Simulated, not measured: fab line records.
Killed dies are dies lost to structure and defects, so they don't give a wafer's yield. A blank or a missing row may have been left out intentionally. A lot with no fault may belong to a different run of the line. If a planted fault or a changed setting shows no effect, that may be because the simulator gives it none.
A struck lot beside a sound one -- flow gf180mcu -- 17 out of 602 route steps
Sound: these wafers, L337.2, L337.4, L337.6. Wafers L352.2, L352.5 were the ones struck. The cause is given at the end.
At each step with rows: each side's tool, then ch and its chambers, then its first start. Under that, the readings that differ: sound wafers -- struck wafers -- difference of the means -- sigmas: that difference in standard deviations of wafers without a fault.
alike: readings whose means differ by less than 2 such deviations, and words and numbers that are the same on both sides. not compared: withheld readings, readings that some wafer has no value for, bounds like >300 that may hide the same value, and numbers for which the record gives no deviation and whose values overlap.
The two part at a step that has a row with sigmas, a row that says differs or no value, or rows on one side only. Numbers that have no deviation but don't overlap get no sigmas and don't part them. A reading that every wafer of one side lacks parts them only if that side has two wafers or more.

GF_SAB_STRIP_13: strips in O2/N2.
  sound on plasma_asher-02 ch 0,1, day 16 06:40; struck on plasma_asher-02 ch 1, day 21 17:52
  alike: drypump_motor_current_A, heater_power_w, n2_flow_sccm, oes_product_au, strip_time_to_endpoint_s
  not compared: rf_hours_counter_h
then, 2 steps without rows for these wafers: GF_SALICIDE_CLEAN_00 (cleans in SC1/SC2, time 150 s); GF_SALICIDE_WET_ETCH_01 (etches SiO2 in dHF, target depth 5 nm, time 100 s).
GF_SALICIDE_SPUTTER_02: material Co, target thk 10 nm, time 20 s.
  sound on pvd_sputter-01, day 16 06:51; struck on pvd_sputter-01, day 21 18:04
  alike: chamber_pressure_pa, throttle_valve_pct
GF_SALICIDE_SPUTTER_03: material TiN, target thk 20 nm, time 16.7 s.
  sound on pvd_sputter-01, day 16 06:53; struck on pvd_sputter-01, day 21 18:05
  alike: chamber_pressure_pa, throttle_valve_pct
GF_SALICIDE_RS_MEAS_04: a four-point-probe measurement.
  sound on film_metro-02, day 16 06:56; struck on film_metro-01, day 21 18:08
  alike: SALICIDE_TIN_RS
GF_SALICIDE_THK_MEAS_05: measures by xrf.
  sound on film_metro-02, day 16 07:02; struck on film_metro-01, day 21 18:14
  alike: SALICIDE_TIN_THK
GF_SALICIDE_RTA_06: time 30 s.
  sound on rtp_anneal-02 ch 0, day 16 07:06; struck on rtp_anneal-01 ch 0, day 21 18:19
reading,sound,struck,difference,sigmas
lamp_power_pct (%),6.9 6.8 6.9,5.8 5.8,-1.1,-2
  alike: anneal_temp_c_max, wafer_temp_C_max
then, 1 step without rows for these wafers: GF_SALICIDE_WET_ETCH_07 (etches the open film in SPM, target depth 120 nm).
GF_SALICIDE_RTA_08: time 30 s.
  sound on rtp_anneal-01 ch 0, day 16 07:18; struck on rtp_anneal-02 ch 0, day 21 18:30
reading,sound,struck,difference,sigmas
lamp_power_pct (%),15.9 16.0 16.0,19.0 19.0,+3.0,+2
  alike: anneal_temp_c_max, wafer_temp_C_max
then, 1 step without rows for these wafers: GF_CONTACT_CVD_00 (deposits SiO2, target thk 300 nm, time 50 s).
GF_CONTACT_THK_MEAS_01:
  sound on film_metro-04, day 16 07:26; struck on film_metro-01, day 21 18:38
  alike: CONTACT_CVD_00_THK
GF_CONTACT_CVD_02: deposits SiO2 from TEOS, target thk 860 nm, time 95.992 s.
  sound on pecvd-03 ch 1,2, day 16 07:29; struck on pecvd-01 ch 1,2, day 21 18:41
reading,sound,struck,difference,sigmas
model.SiO2_of_CONTACT_CVD_02.thk_nm (nm),863 854.1 868,1187 1185,+324,
  alike: heater_power_outer_w, heater_power_w
GF_CONTACT_THK_MEAS_03:
  sound on film_metro-01, day 16 07:34; struck on film_metro-03, day 21 19:00
reading,sound,struck,difference,sigmas
CONTACT_CVD_02_THK (nm),864 854 868,1186 1185,+324,+29
  not compared: hold
GF_CONTACT_CMP_04: polishes SiO2.
  sound on cmp-02 ch 1,2,3, day 16 07:37; struck on cmp-02 ch 1,3, day 21 20:56
reading,sound,struck,difference,sigmas
hold,- - -,await_dispo/1.4h/release await_dispo/1.4h/release,no value on the sound wafers,
time_to_endpoint_s (s),107 101 110,224 233,+122,+21
  alike: head_pressure_psi, motor_current_A
GF_CONTACT_BOW_MEAS_05:
  sound on film_metro-01, day 16 07:56; struck on film_metro-01, day 21 21:07
  alike: CONTACT_BOW
-- the record jumps here: 12 days lie between the struck wafers' starts before and after (it left off in module CONTACT and takes up again in module PASSIVATION, whose first step shown is number 602 of the route) --
GF_PASSIVATION_PROBE_99:
  only the struck wafers here have rows in the record (prober-01, day 33 23:33); the sound ones have none

## WHERE THEY PART
Last at GF_PASSIVATION_PROBE_99 as far as this record goes, first at GF_SALICIDE_RTA_06.

WHY: what the simulator had put in
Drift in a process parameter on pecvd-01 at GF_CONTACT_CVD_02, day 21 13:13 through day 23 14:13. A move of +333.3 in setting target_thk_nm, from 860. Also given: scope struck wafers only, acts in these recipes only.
